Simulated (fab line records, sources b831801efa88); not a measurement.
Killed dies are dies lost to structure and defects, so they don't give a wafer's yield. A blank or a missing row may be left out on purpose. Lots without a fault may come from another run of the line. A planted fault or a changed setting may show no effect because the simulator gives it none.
Which tool did it? | flow gf180mcu | 7 lots, 19 wafers sampled, at 2 steps of a route of 602

WHAT THE GAUGES READ, wafer by wafer
GF_HV_LDD_TW_MEAS_23.
lot  | measured     | on            | HV_LDD_2_TW
L258 | day 11 07:21 | film_metro-04 | 1042 1040 1042
L260 | day 11 22:50 | film_metro-04 | 1032 1038 1036
L263 | day 12 20:34 | film_metro-03 | 1047 963
L268 | day 14 05:50 | film_metro-04 | 1030 953
L273 | day 15 16:07 | film_metro-04 | 1032 1035 1034
L277 | day 16 21:02 | film_metro-03 | 1048 1045 1046
L279 | day 17 17:07 | film_metro-03 | 1042 1050 1050

WHICH TOOL RAN EACH LOT (tool, then ch and the chambers of the sampled wafers, then the start)
lot  | GF_HV_LDD_IMPLANT_21
L258 | implanter-02 ch 0, day 11 07:07
L260 | implanter-02 ch 0, day 11 22:35
L263 | implanter-02 ch 0, day 12 20:20
L268 | implanter-02 ch 0, day 14 05:32
L273 | implanter-01 ch 0, day 15 15:52
L277 | implanter-03 ch 0, day 16 20:49
L279 | implanter-02 ch 0, day 17 16:52
- GF_HV_LDD_IMPLANT_21

THE ANSWER, worked out from the rows above alone
Rule: what is usual is taken from the lots themselves. Put in order of their means at a reading, lots are off if they are a third of the lots or fewer, leave a main group of 4 or more, and stand apart from it by a gap of 3 or more times the standard deviation of the main group's means; of several such gaps the widest counts. A main group whose means are all the same, to the digits that the tables above print for the reading, isn't used. A lot without any number at a reading at which 4 lots or more have one is off too. The other lots that the step has rows for count as sound.
Off: L263, L268, at GF_HV_LDD_TW_MEAS_23 (HV_LDD_2_TW). The main group: mean 1041, standard deviation 5.6.
A tool fits if, at a process step before that reading, it ran every lot that is off, and no sound lot after the first of them. The gauges at GF_HV_LDD_TW_MEAS_23 are tried like those tools. None of those tried fits.

WHAT THE SIMULATOR HAD PUT IN
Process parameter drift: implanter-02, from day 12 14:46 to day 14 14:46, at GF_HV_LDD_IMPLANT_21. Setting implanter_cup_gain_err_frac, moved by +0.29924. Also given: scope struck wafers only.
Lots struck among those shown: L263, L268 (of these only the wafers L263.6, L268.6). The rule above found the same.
